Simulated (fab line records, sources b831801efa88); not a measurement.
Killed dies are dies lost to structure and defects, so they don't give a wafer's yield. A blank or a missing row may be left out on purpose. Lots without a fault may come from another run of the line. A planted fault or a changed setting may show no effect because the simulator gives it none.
A struck lot beside a sound one | flow sky130 | 15 steps out of a route of 708
Sound: wafers L187.1, L187.3, L187.6. Struck: wafers L178.1, L178.4, L178.6. The cause comes at the end.
At each step with rows: each side's tool, then ch and its chambers, then its first start. Under that, the readings that differ: sound wafers | struck wafers | difference of the means | sigmas: that difference in standard deviations of wafers without a fault.
alike: readings whose means differ by less than 2 such deviations, and words and numbers that are the same on both sides. not compared: withheld readings, readings that some wafer has no value for, bounds like >300 that may hide the same value, and numbers for which the record gives no deviation and whose values overlap.
The two part at a step that has a row with sigmas, a row that says differs or no value, or rows on one side only. Numbers that don't overlap but have no deviation are shown without sigmas and don't part them. A reading that every wafer of one side lacks parts them only if that side has two wafers or more.

first, 4 steps without rows for these wafers: SKY_LDD_N_SOFTBAKE_03 (time 60 s); SKY_LDD_N_EXPOSE_04 (exposes mask NTM, target cd 840 nm); SKY_LDD_N_PEB_05; SKY_LDD_N_DEVELOP_06 (develop time 60 s).
SKY_LDD_N_OVL_MEAS_07:
  sound on overlay-01, day 25 20:01; struck on overlay-01, day 23 03:46
  alike: LDD_N_OVL
then, 7 steps without rows for these wafers: SKY_LDD_N_IMPLANT_08; SKY_LDD_N_IMPLANT_09; SKY_LDD_N_IMPLANT_10; SKY_LDD_N_IMPLANT_11; SKY_LDD_N_IMPLANT_12; SKY_LDD_N_IMPLANT_13; SKY_LDD_N_IMPLANT_14.
SKY_LDD_N_IMPLANT_15:
  sound on implanter-01 ch 0, day 25 21:05; struck on implanter-02 ch 0, day 23 04:50
  reading            | sound                         | struck                        | difference | sigmas
  dose_ions_cm2      | 5.008e+12 5.004e+12 5.002e+12 | 7.704e+12 7.708e+12 7.713e+12 | +2.704e+12 | +99 or more
  faraday_current_uA | 27.0 28.3 27.8                | 43.6 43.9 43.1                | +15.8      | +29
SKY_LDD_N_STRIP_16: strips in O2/N2.
  sound on plasma_asher-03 ch 0,1, day 25 21:14; struck on plasma_asher-03 ch 0,1, day 23 04:59
  alike: drypump_motor_current_A, n2_flow_sccm, oes_product_au, strip_time_to_endpoint_s
  not compared: rf_hours_counter_h
-- the record jumps here: 26 days lie between the struck wafers' starts before and after (it left off in module LDD_N and takes up again in module PAD_OPEN, whose first step shown is number 708 of the route) --
SKY_PAD_OPEN_PROBE_99:
  sound on prober-01, day 50 19:52; struck on prober-02, day 49 03:53
  reading                                   | sound                | struck               | difference | sigmas
  model.etest.nfet_01v8_turned.vt_sat_v (V) | 0.6534 0.6557 0.6461 | 0.6882 0.6968 0.6894 | +0.0397    |
  model.etest.nfet_01v8_turned.vt_v (V)     | 0.7056 0.7088 0.7    | 0.7222 0.7297 0.7232 | +0.0202    |
  model.etest.nfet_01v8_lvt.vt_sat_v (V)    | 0.5384 0.5465 0.5318 | 0.5553 0.5614 0.5562 | +0.0187    |
  alike: killed_at_M0_to_M3, killed_at_M4_up, killed_at_contacts, killed_at_front_end, killed_at_other, killed_dies, killed_open, killed_short
  not compared: model.etest.tip_n.rs_ohm_sq, model.etest.nfet_01v8_lvt.vt_v

WHERE THEY PART
Only at SKY_LDD_N_IMPLANT_15, within this record. Later steps at which nothing parts them and some readings are alike: SKY_LDD_N_STRIP_16, SKY_PAD_OPEN_PROBE_99.

WHY: what the simulator had put in
Process parameter drift: implanter-02, from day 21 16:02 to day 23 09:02, at SKY_LDD_N_IMPLANT_15. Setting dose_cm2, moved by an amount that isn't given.
